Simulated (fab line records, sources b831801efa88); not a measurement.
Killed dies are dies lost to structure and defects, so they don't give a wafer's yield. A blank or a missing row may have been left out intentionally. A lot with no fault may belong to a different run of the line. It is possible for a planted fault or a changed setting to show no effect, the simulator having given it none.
The tool behind it: which one?	flow sky130	11 lots, 33 wafers sampled, at 4 steps of a route of 708

## WHAT THE GAUGES SHOWED, per wafer
SKY_VIA1_OVL_MEAS_13.
lot	measured	on	VIA1_OVL (nm)
L630	day 35 01:35	overlay-02	-5 -1 -2
L632	day 35 11:59	overlay-02	-5 -3 -1
L634	day 36 14:54	overlay-02	0 2 -5
L635	day 36 19:19	overlay-01	-4 -8 -14
L636	day 36 21:26	overlay-02	6 5 10
L639	day 37 21:27	overlay-01	2 -4 -3
L646	day 40 00:56	overlay-02	-6 -1 -2
L647	day 40 05:45	overlay-01	-4 -6 -10
L648	day 40 12:56	overlay-02	-4 -4 -5
L649	day 40 21:36	overlay-01	1 3 1
L651	day 41 09:47	overlay-02	8 5 7

## WHAT TOOL EACH LOT RAN ON (gives the tool, then ch and the chambers of the sampled wafers, and finally the start)
lot	SKY_CONTACT_ETCH_16	SKY_METAL1_SPUTTER_01	SKY_METAL1_METAL_ETCH_19
L630	rieDiel-04 ch 1,2,3, day 32 16:40	pvdSputter-01, day 32 18:04	rieMetal-03 ch 0,1, day 33 21:43
L632	rieDiel-03 ch 0,1, day 33 03:01	pvdSputter-04, day 33 04:28	rieMetal-04 ch 0,1, day 34 07:51
L634	rieDiel-03 ch 2,3, day 34 06:58	pvdSputter-04, day 34 09:00	rieMetal-03 ch 0,1, day 35 11:26
L635	rieDiel-03 ch 0,1,3, day 34 11:53	pvdSputter-02, day 34 13:17	rieMetal-03 ch 0,1, day 35 15:58
L636	rieDiel-02 ch 0,3, day 34 13:10	pvdSputter-01, day 34 14:57	rieMetal-03 ch 0,1, day 35 17:34
L639	rieDiel-03 ch 0,3, day 35 13:28	pvdSputter-04, day 35 14:52	rieMetal-03 ch 1, day 36 17:58
L646	rieDiel-03 ch 0,2,3, day 37 19:13	pvdSputter-04, day 37 20:40	rieMetal-03 ch 0, day 38 22:28
L647	rieDiel-02 ch 0,1,3, day 38 00:04	pvdSputter-01, day 38 01:28	rieMetal-03 ch 0,1, day 39 03:20
L648	rieDiel-04 ch 0,2,3, day 38 08:01	pvdSputter-04, day 38 09:25	rieMetal-02 ch 0,1, day 39 11:12
L649	rieDiel-02 ch 1,2,3, day 38 15:52	pvdSputter-01, day 38 17:16	rieMetal-02 ch 0, day 39 18:55
L651	rieDiel-02 ch 1,2,3, day 39 05:31	pvdSputter-01, day 39 06:56	rieMetal-02 ch 0,1, day 40 08:15
- SKY_CONTACT_ETCH_16: etches BARC in N2/H2, stops on SiO2, time 45.9 s, target depth 60 nm.
- SKY_METAL1_SPUTTER_01: material TiN, target thk 20 nm, time 16.7 s.
- SKY_METAL1_METAL_ETCH_19: etches the open film in Cl2/BCl3, stops on SiO2, target depth 360 nm, time 78 s.

## THE ANSWER, worked out from the rows above alone
Rule: the lots themselves supply what counts as usual. The widest of any qualifying gaps counts: lots, ordered by their means at a reading, are off when they make up no more than a third of the lots, leave a main group of 4 or more, and stand apart from it by 3 or more times the standard deviation of that group's means. The tables above print the reading to a certain number of digits; a main group whose means all agree to those digits is not used. A lot without any number at a reading at which 4 lots or more have one is off too. The other lots that the step has rows for count as sound.
Nothing can be told from this: no lot is off at any reading shown.

## WHAT HAD BEEN PUT IN BY THE SIMULATOR
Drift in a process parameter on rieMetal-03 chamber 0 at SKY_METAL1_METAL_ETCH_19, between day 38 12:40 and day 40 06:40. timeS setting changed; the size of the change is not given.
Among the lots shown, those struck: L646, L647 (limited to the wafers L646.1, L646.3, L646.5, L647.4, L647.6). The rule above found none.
